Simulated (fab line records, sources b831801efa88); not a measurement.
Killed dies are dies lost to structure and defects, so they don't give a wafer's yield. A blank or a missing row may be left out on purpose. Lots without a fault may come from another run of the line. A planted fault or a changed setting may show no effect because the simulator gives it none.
Which tool did it? | flow sky130 | 7 lots, 21 wafers sampled, at 2 steps of a route of 708

WHAT THE GAUGES READ, wafer by wafer
SKY_SD_N_OVL_MEAS_08.
lot  | measured     | on         | SD_N_OVL (nm)
L653 | day 28 10:37 | overlay-02 | 0.3 0.3 0.8
L656 | day 28 23:42 | overlay-02 | -0.1 0.8 0.8
L658 | day 30 06:30 | overlay-02 | 1.4 1.8 1.2
L663 | day 31 21:17 | overlay-02 | -0.2 -1.2 0.8
L669 | day 33 14:35 | overlay-01 | 1.8 1.5 1.1
L671 | day 34 10:40 | overlay-01 | 0.2 2.1 1.2
L674 | day 35 10:18 | overlay-01 | 0.5 0.2 1.5

WHICH TOOL RAN EACH LOT (tool, then ch and the chambers of the sampled wafers, then the start)
lot  | SKY_LDD_LDN_DEVELOP_06
L653 | litho_track-03 ch 0, day 23 11:28
L656 | litho_track-01 ch 0, day 24 01:48
L658 | litho_track-01 ch 0, day 25 09:38
L663 | litho_track-01, day 27 02:03
L669 | litho_track-03 ch 0, day 28 21:47
L671 | litho_track-04 ch 0, day 29 15:26
L674 | litho_track-03 ch 0, day 30 20:47
- SKY_LDD_LDN_DEVELOP_06: develop time 60 s.

THE ANSWER, worked out from the rows above alone
Rule: what is usual is taken from the lots themselves. Put in order of their means at a reading, lots are off if they are a third of the lots or fewer, leave a main group of 4 or more, and stand apart from it by a gap of 3 or more times the standard deviation of the main group's means; of several such gaps the widest counts. A main group whose means are all the same, to the digits that the tables above print for the reading, isn't used. A lot without any number at a reading at which 4 lots or more have one is off too. The other lots that the step has rows for count as sound.
No lot is off at any reading shown: from this, nothing can be told.

WHAT THE SIMULATOR HAD PUT IN
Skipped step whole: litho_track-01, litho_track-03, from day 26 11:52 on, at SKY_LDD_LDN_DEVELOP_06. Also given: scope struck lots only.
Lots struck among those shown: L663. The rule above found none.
